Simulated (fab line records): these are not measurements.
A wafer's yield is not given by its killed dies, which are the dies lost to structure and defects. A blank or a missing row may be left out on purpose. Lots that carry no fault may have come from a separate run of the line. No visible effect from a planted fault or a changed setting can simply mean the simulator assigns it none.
Which tool did it? :: flow sfqLine :: 7 lots (21 wafers sampled), 1 step of a 325-step route

## WHAT THE GAUGES READ, wafer by wafer
SFQ_JJ_OVL_MEAS_931.
lot: L680
measured: day 49 18:44
on: overlay-01
J5_OVL (nm): 2 7 -2

lot: L683
measured: day 50 06:44
on: overlay-01
J5_OVL (nm): 1 1 8

lot: L691
measured: day 57 01:19
on: overlay-02
J5_OVL (nm): -2 -7 -9

lot: L694
measured: day 57 19:50
on: overlay-02
J5_OVL (nm): 5 4 10

lot: L696
measured: day 62 07:52
on: overlay-02
J5_OVL (nm): -5 5 -2

lot: L699
measured: day 63 01:59
on: overlay-01
J5_OVL (nm): -2 -2 -1

lot: L702
measured: day 65 13:52
on: overlay-02
J5_OVL (nm): 5 0 11

## WHAT TOOL EACH LOT RAN ON (gives the tool, then ch and the chambers of the sampled wafers, and finally the start)
There is no process step in the record ahead of these readings.

## THE ANSWER, worked out from the rows above alone
Rule: what is usual is taken from the lots themselves. The widest of any qualifying gaps counts: lots, ordered by their means at a reading, are off when they make up no more than a third of the lots, leave a main group of 4 or more, and stand apart from it by 3 or more times the standard deviation of that group's means. If all means in a main group match to the digits the tables above print for the reading, that group is not used. A lot without any number at a reading at which 4 lots or more have one is off too. All remaining lots with rows at the step are treated as sound.
No lot is off on any of the readings shown, so nothing can be concluded from this.

## WHAT THE SIMULATOR PUT IN
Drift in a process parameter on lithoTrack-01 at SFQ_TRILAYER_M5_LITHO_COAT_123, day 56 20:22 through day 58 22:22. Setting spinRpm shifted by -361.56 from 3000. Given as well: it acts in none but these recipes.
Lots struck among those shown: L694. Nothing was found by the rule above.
